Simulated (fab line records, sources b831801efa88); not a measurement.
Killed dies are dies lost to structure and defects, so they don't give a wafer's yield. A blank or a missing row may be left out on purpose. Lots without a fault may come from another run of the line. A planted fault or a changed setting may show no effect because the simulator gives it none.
Which tool did it? | flow gf180mcu | 14 lots, 42 wafers sampled, at 4 steps of a route of 602

WHAT THE GAUGES READ, wafer by wafer
GF_V2_RS_MEAS_24: measures by four-point-probe. Usual: V2_W_RS 0.328 ohm/sq, standard deviation 0.0035.
lot  | measured     | on            | V2_W_RS (ohm/sq)  | flag
L428 | day 20 09:01 | film_metro-04 | 0.327 0.329 0.327 |
L429 | day 20 16:32 | film_metro-04 | 0.327 0.324 0.328 |
L430 | day 21 02:38 | film_metro-01 | 0.331 0.331 0.329 |
L432 | day 22 04:57 | film_metro-04 | 0.334 0.328 0.330 |
L434 | day 22 17:27 | film_metro-02 | 0.321 0.324 0.324 |
L439 | day 24 12:25 | film_metro-04 | 0.327 0.328 0.329 |
L440 | day 24 18:30 | film_metro-01 | 0.327 0.333 0.327 |
L441 | day 24 23:35 | film_metro-01 | 0.326 0.318 0.321 |
L442 | day 25 10:40 | film_metro-04 | 0.327 0.322 0.324 |
L446 | day 27 00:02 | film_metro-02 | 0.327 0.327 0.322 |
L447 | day 27 04:45 | film_metro-04 | 0.324 0.331 0.328 |
L448 | day 27 07:05 | film_metro-02 | 0.327 0.325 0.329 |
L450 | day 27 18:46 | film_metro-02 | 0.325 0.330 0.326 |
L451 | day 28 02:38 | film_metro-02 | 0.331 0.331 0.333 |

GF_M3_THK_MEAS_06: measures by xrf. Usual: M3_ALCU_THK 448 nm, standard deviation 6.1.
lot  | measured     | on            | M3_ALCU_THK (nm) | flag
L428 | day 20 09:50 | film_metro-03 | 446 455 449      |
L429 | day 20 17:21 | film_metro-01 | 439 441 445      |
L430 | day 21 03:28 | film_metro-01 | 461 459 452      |
L432 | day 22 05:46 | film_metro-03 | 460 453 454      |
L434 | day 22 18:16 | film_metro-04 | 443 447 452      |
L439 | day 24 13:13 | film_metro-03 | 443 445 444      |
L440 | day 24 19:18 | film_metro-03 | 448 459 443      |
L441 | day 25 00:23 | film_metro-03 | 447 455 444      |
L442 | day 25 11:27 | film_metro-03 | 451 452 439      |
L446 | day 27 00:51 | film_metro-04 | 439 443 438      |
L447 | day 27 05:34 | film_metro-03 | 445 447 449      |
L448 | day 27 07:54 | film_metro-04 | 453 442 449      |
L450 | day 27 19:35 | film_metro-04 | 443 438 441      |
L451 | day 28 03:28 | film_metro-01 | 457 458 457      |

WHICH TOOL RAN EACH LOT (tool, then ch and the chambers of the sampled wafers, then the start)
lot  | GF_HV_LDD_CLEAN_51              | GF_V2_CMP_26
L428 | wet_bench-01 ch 1, day 12 08:36 | cmp-02 ch 0,1,2, day 20 09:14
L429 | wet_bench-01 ch 0, day 12 19:44 | cmp-01 ch 1,3, day 20 16:45
L430 | wet_bench-02 ch 2, day 13 01:47 | cmp-01 ch 0,3, day 21 02:49
L432 | wet_bench-02 ch 0, day 13 23:56 | cmp-02 ch 0,3, day 22 05:08
L434 | wet_bench-02 ch 0, day 14 12:36 | cmp-02 ch 0,1,3, day 22 17:43
L439 | wet_bench-02 ch 1, day 16 04:50 | cmp-01 ch 1,2, day 24 12:33
L440 | wet_bench-03 ch 0, day 16 12:18 | cmp-02 ch 2,3, day 24 18:37
L441 | wet_bench-02 ch 3, day 16 17:02 | cmp-01 ch 1,2, day 24 23:46
L442 | wet_bench-01 ch 2, day 17 02:29 | cmp-02 ch 1,2, day 25 10:47
L446 | wet_bench-02 ch 2, day 18 21:37 | cmp-01 ch 0,1,2, day 27 00:13
L447 | wet_bench-03 ch 2, day 18 22:27 | cmp-01 ch 0,2,3, day 27 05:04
L448 | wet_bench-01 ch 1, day 19 04:14 | cmp-02 ch 0,1,2, day 27 07:15
L450 | wet_bench-03 ch 0, day 19 22:03 | cmp-02 ch 1,3, day 27 18:59
L451 | wet_bench-02 ch 3, day 20 05:26 | cmp-01 ch 0,1,2, day 28 02:52
- GF_HV_LDD_CLEAN_51: cleans in SC1/SC2, time 150 s.
- GF_V2_CMP_26: polishes, stops on SiO2, t overpolish 15 s, target thk 0 nm.

WHAT THE TOOLS THEMSELVES READ (means of the sampled wafers that have a number; where no wafer has one, the mark that the record gives instead)
GF_HV_LDD_CLEAN_51. Usual: bath_guard_temp_C 70.0 C, standard deviation 0.37; bath_heat_duty_pct 14.3 %, standard deviation 1.7.
lot  | tool         | bath_guard_temp_C (C) | bath_heat_duty_pct (%) | flag
L428 | wet_bench-01 | 70.1                  | 13.7                   |
L429 | wet_bench-01 | 69.6                  | 13.1                   |
L430 | wet_bench-02 | 69.8                  | 17.2                   |
L432 | wet_bench-02 | 70.0                  | 14.1                   |
L434 | wet_bench-02 | 70.1                  | 14.9                   |
L439 | wet_bench-02 | 69.6                  | 14.8                   |
L440 | wet_bench-03 | -                     | -                      | OFF
L441 | wet_bench-02 | -                     | -                      | OFF
L442 | wet_bench-01 | -                     | -                      | OFF
L446 | wet_bench-02 | 69.9                  | 18.4                   |
L447 | wet_bench-03 | 70.5                  | 13.3                   |
L448 | wet_bench-01 | 70.1                  | 13.2                   |
L450 | wet_bench-03 | 70.5                  | 12.8                   |
L451 | wet_bench-02 | 69.5                  | 14.3                   |

GF_V2_CMP_26. Usual: motor_current_A 10.6 A, standard deviation 1.1; overpolish_run_s 15.001 s, standard deviation 0.0078; time_to_endpoint_s 85 s, standard deviation 3.8.
lot  | tool   | motor_current_A (A) | overpolish_run_s (s) | time_to_endpoint_s (s) | flag
L428 | cmp-02 | 10.2                | 15.005               | 86                     |
L429 | cmp-01 | 11.8                | 15.005               | 84                     |
L430 | cmp-01 | 11.9                | 14.993               | 81                     |
L432 | cmp-02 | 9.8                 | 15.007               | 84                     |
L434 | cmp-02 | 10.0                | 14.999               | 86                     |
L439 | cmp-01 | 10.9                | 14.998               | 86                     |
L440 | cmp-02 | 9.5                 | 14.998               | 84                     |
L441 | cmp-01 | 10.9                | 15.005               | 87                     |
L442 | cmp-02 | 10.3                | 15.004               | 86                     |
L446 | cmp-01 | 11.2                | 15.002               | 81                     |
L447 | cmp-01 | 11.6                | 15.004               | 82                     |
L448 | cmp-02 | 10.2                | 15.006               | 84                     |
L450 | cmp-02 | 10.2                | 15.013               | 84                     |
L451 | cmp-01 | 11.1                | 14.996               | 87                     |

THE ANSWER, worked out from the rows above alone
Rule: a lot is off if the mean of its wafers that have a number lies more than 3 standard deviations from the usual mean. A lot without any number at a reading at which 4 lots or more have one is off too. The other lots that the step has rows for count as sound. The gauges are gone through in route order, then the tools' own readings, and for those a lot's mean is taken as printed above. The first step at which some lot is off is used, and at that step the reading that is off furthest; a lot without a number counts as furthest.
Off: L440, L441, L442, at GF_HV_LDD_CLEAN_51 (bath_guard_temp_C). Without a number there: L440, L441, L442.
A tool fits if, at that step or a process step before it, it ran every lot that is off, and no sound lot after the first of them. None of those tried fits.

WHAT THE SIMULATOR HAD PUT IN
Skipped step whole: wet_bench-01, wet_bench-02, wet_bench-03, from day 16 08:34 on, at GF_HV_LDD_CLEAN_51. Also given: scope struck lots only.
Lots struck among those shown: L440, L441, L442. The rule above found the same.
